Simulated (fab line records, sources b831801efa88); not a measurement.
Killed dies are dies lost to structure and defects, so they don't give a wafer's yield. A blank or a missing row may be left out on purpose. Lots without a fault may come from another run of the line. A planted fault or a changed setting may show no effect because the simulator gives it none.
Split-lot experiment | flow sky130 | 5 lots, 23 wafers read, on a route of 708 steps

THE SPLIT
At SKY_CONTACT_CVD_24 (deposits W, target thk 340 nm, time 102.12 s), the setting pressure_torr was moved away from the recipe's 40 Torr on 20 of the 23 wafers read, by -6.0% to +8.9%. The other wafers ran this setting at the recipe's value.

The reading is taken at the split's own step.

THE READING
W_of_CONTACT_CVD_24.thk_nm (the simulator's own value, which no gauge read), in nm, at SKY_CONTACT_CVD_24 (deposits W, target thk 340 nm, time 102.12 s). The file gives no usual value for it. The 3 wafers here that ran the recipe average 343.2 nm, standard deviation 7.1 nm.

wafer  | tool, chamber at the split | pressure_torr as run, Torr | against the recipe | W_of_CONTACT_CVD_24.thk_nm, nm | against lot-mates on the recipe
L074.1 | cvd_w-01, 1                | 43.03                      | +7.6%              | 358.2                          | no lot-mate on the recipe
L074.2 | cvd_w-01, 0                | 43.03                      | +7.6%              | 347.3                          | no lot-mate on the recipe
L074.3 | cvd_w-01, 1                | 43.03                      | +7.6%              | 359.7                          | no lot-mate on the recipe
L074.4 | cvd_w-01, 0                | 43.03                      | +7.6%              | 348.1                          | no lot-mate on the recipe
L074.6 | cvd_w-01, 1                | 43.03                      | +7.6%              | 358.1                          | no lot-mate on the recipe
L075.1 | cvd_w-02, 0                | 42.61                      | +6.5%              | 347                            | no lot-mate on the recipe
L075.3 | cvd_w-02, 1                | 42.61                      | +6.5%              | 360.1                          | no lot-mate on the recipe
L075.4 | cvd_w-02, 0                | 42.61                      | +6.5%              | 348.3                          | no lot-mate on the recipe
L075.5 | cvd_w-02, 0                | 42.61                      | +6.5%              | 344.5                          | no lot-mate on the recipe
L075.6 | cvd_w-02, 1                | 42.61                      | +6.5%              | 358.1                          | no lot-mate on the recipe
L076.1 | cvd_w-01, 0                | 37.58                      | -6.0%              | 324.1                          | no lot-mate on the recipe
L076.2 | cvd_w-01, 1                | 37.58                      | -6.0%              | 334.5                          | no lot-mate on the recipe
L076.3 | cvd_w-01, 0                | 37.58                      | -6.0%              | 323.6                          | no lot-mate on the recipe
L076.5 | cvd_w-01, 0                | 37.58                      | -6.0%              | 328.8                          | no lot-mate on the recipe
L076.6 | cvd_w-01, 1                | 37.58                      | -6.0%              | 331.6                          | no lot-mate on the recipe
L077.1 | cvd_w-02, 0                | 43.57                      | +8.9%              | 353.2                          | no lot-mate on the recipe
L077.2 | cvd_w-02, 1                | 43.57                      | +8.9%              | 361.9                          | no lot-mate on the recipe
L077.3 | cvd_w-02, 1                | 43.57                      | +8.9%              | 361.2                          | no lot-mate on the recipe
L077.4 | cvd_w-02, 0                | 43.57                      | +8.9%              | 354.4                          | no lot-mate on the recipe
L077.6 | cvd_w-02, 1                | 43.57                      | +8.9%              | 361.7                          | no lot-mate on the recipe
L081.1 | cvd_w-02, 0                | 40                         | recipe             | 333.2                          | -
L081.2 | cvd_w-02, 1                | 40                         | recipe             | 347.8                          | -
L081.3 | cvd_w-02, 1                | 40                         | recipe             | 348.5                          | -

THE FIT
A straight line over all 23 wafers: W_of_CONTACT_CVD_24.thk_nm changes by +1.89 nm for each +1% of pressure_torr; r = +0.89; the points scatter about the line by 5.7 nm.
Too few moved wafers have a lot-mate on the recipe to fit a line with each lot's own level taken away.

THE FILE'S OWN FIT
W_of_CONTACT_CVD_24.thk_nm changes by +1.89 nm for each +1% of pressure_torr, r = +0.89.
